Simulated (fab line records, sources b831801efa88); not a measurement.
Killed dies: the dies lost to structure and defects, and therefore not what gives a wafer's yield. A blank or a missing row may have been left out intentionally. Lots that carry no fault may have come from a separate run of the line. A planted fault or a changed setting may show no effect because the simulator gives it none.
A lot that was struck, set against a sound lot    flow sky130    32 steps out of a route of 708
Sound: wafers L534.1, L534.3, L534.4. Struck: wafers L549.1, L549.3, L549.5. The cause is given at the end.
Per side, at each step with rows, come the tool, then ch with its chambers, and then its first start. Under that, the readings that differ: sound wafers    struck wafers    difference of the means    sigmas: that difference in standard deviations of wafers without a fault.
alike: same words and numbers on both sides, and readings whose means sit less than 2 such deviations apart. not compared: any withheld reading, any reading some wafer has no value for, any bound like >300 that may hide the same value, and any number with overlapping values for which the record gives no deviation.
Wherever a step has rows on one side only, a row that says differs or no value, or a row with sigmas, the two part there. When numbers do not overlap yet have no deviation, they are printed without sigmas and do not part them. A reading missing from all wafers of one side parts the sides only when that side holds two or more wafers.

SKY_PWDE_OVL_MEAS_07:
  sound on overlay-01, day 3 20:20; struck on overlay-02, day 7 07:08
  alike: PWDE_OVL
then, 1 step without rows for these wafers: SKY_PWDE_IMPLANT_08.
SKY_PWDE_STRIP_09: strips in O2/N2.
  sound on plasmaAsher-04 ch 0,1, day 3 20:31; struck on plasmaAsher-02 ch 0,1, day 7 07:19
reading            sound           struck          difference  sigmas
o2FlowSccm (sccm)  3011 3018 3015  2998 2991 2998  -19         -2
  alike: drypumpMotorCurrentA, oesProductAu, stripTimeToEndpointS
  not compared: rfHoursCounterH
SKY_PWDE_TW_MEAS_10:
  sound on filmMetro-01, day 3 20:37; struck on filmMetro-04, day 7 07:25
  alike: PWDE_TW
then, 7 steps without rows for these wafers: SKY_NWELL_DEHYDRATE_03 (time 60 s); SKY_NWELL_HMDS_04 (prime time 60 s); SKY_NWELL_COAT_05 (resist thk 3000 nm); SKY_NWELL_SOFTBAKE_06; SKY_NWELL_EXPOSE_07 (exposes mask NWM, target cd 840 nm); SKY_NWELL_PEB_08; SKY_NWELL_DEVELOP_09 (develop time 60 s).
SKY_NWELL_OVL_MEAS_10:
  sound on overlay-01, day 4 13:27; struck on overlay-02, day 8 03:34
  alike: NWELL_00_OVL
SKY_NWELL_IMPLANT_11:
  sound on implanter-04 ch 0, day 4 13:29; struck on implanter-02 ch 0, day 8 03:36
reading           sound                            struck                            difference   sigmas
doseIonsCm2       1.902e+13 1.9023e+13 1.9002e+13  1.7958e+13 1.7975e+13 1.7942e+13  -1.0567e+12  -50
faradayCurrentUA  107.6 107.8 104.4                101.2 101.2 97.9                  -6.5         -4
then, 2 steps without rows for these wafers: SKY_NWELL_IMPLANT_12; SKY_NWELL_IMPLANT_13.
SKY_NWELL_STRIP_14: strips in O2/N2.
  sound on plasmaAsher-04 ch 0,1, day 4 13:56; struck on plasmaAsher-01 ch 1, day 8 04:03
reading                   sound           struck          difference  sigmas
drypumpMotorCurrentA (A)  5.25 5.28 5.72  6.05 6.04 6.02  +0.62       +2
  alike: o2FlowSccm, oesProductAu, stripTimeToEndpointS
  not compared: rfHoursCounterH
SKY_NWELL_TW_MEAS_15:
  sound on filmMetro-01, day 4 14:02; struck on filmMetro-03, day 8 04:09
reading   sound           struck          difference  sigmas
NWELL_TW  1809 1817 1815  1783 1793 1786  -26         -4
then, 7 steps without rows for these wafers: SKY_NWELL_DEHYDRATE_16 (time 60 s); SKY_NWELL_HMDS_17 (prime time 60 s); SKY_NWELL_COAT_18 (resist thk 3000 nm); SKY_NWELL_SOFTBAKE_19; SKY_NWELL_EXPOSE_20 (exposes mask NWM COMPLEMENT, target cd 840 nm); SKY_NWELL_PEB_21; SKY_NWELL_DEVELOP_22 (develop time 60 s).
SKY_NWELL_OVL_MEAS_23:
  sound on overlay-02, day 5 07:13; struck on overlay-02, day 9 01:09
  alike: NWELL_01_OVL
then, 1 step without rows for these wafers: SKY_NWELL_IMPLANT_24.
SKY_NWELL_STRIP_25: strips in O2/N2.
  sound on plasmaAsher-04 ch 0,1, day 5 07:24; struck on plasmaAsher-04 ch 0,1, day 9 01:20
reading            sound           struck          difference  sigmas
o2FlowSccm (sccm)  2982 2976 3005  2995 3013 3011  +19         +2
  alike: drypumpMotorCurrentA, oesProductAu, stripTimeToEndpointS
  not compared: rfHoursCounterH
SKY_NWELL_TW_MEAS_26:
  sound on filmMetro-01, day 5 07:30; struck on filmMetro-01, day 9 01:26
  alike: NWELL_2_TW
then, 1 step without rows for these wafers: SKY_NWELL_CLEAN_27 (cleans in SC1/SC2, time 150 s).
SKY_NWELL_RTA_28: time 30 s.
  sound on rtpAnneal-02 ch 0, day 5 07:37; struck on rtpAnneal-01 ch 0, day 9 01:32
  alike: lampPowerPct, wafer_temp_C_max
SKY_NWELL_RS_MEAS_29: measurement is done with a four-point probe.
  sound on filmMetro-01, day 5 07:43; struck on filmMetro-04, day 9 01:38
reading            sound              struck             difference  sigmas
NWELL_RS (ohm/sq)  623.0 621.0 622.4  643.7 642.0 645.5  +21.6       +13
-- the record jumps here: 40 days lie between the struck wafers' starts before and after (it left off in module NWELL and takes up again in module PAD_OPEN, whose first step shown is number 708 of the route) --
SKY_PAD_OPEN_PROBE_99:
  sound on prober-02, day 46 01:38; struck on prober-01, day 49 05:25
  alike: killed_at_M0_to_M3, killed_at_M4_up, killedAtContacts, killedAtFrontEnd, killedAtOther, killedDies, killedOnRim, killedOpen, killedShort

## WHERE THEY PART
First at SKY_PWDE_STRIP_09; last, within this record, at SKY_NWELL_RS_MEAS_29. Later steps at which nothing parts them and some readings are alike: SKY_PAD_OPEN_PROBE_99.

WHY: whatever the simulator had introduced
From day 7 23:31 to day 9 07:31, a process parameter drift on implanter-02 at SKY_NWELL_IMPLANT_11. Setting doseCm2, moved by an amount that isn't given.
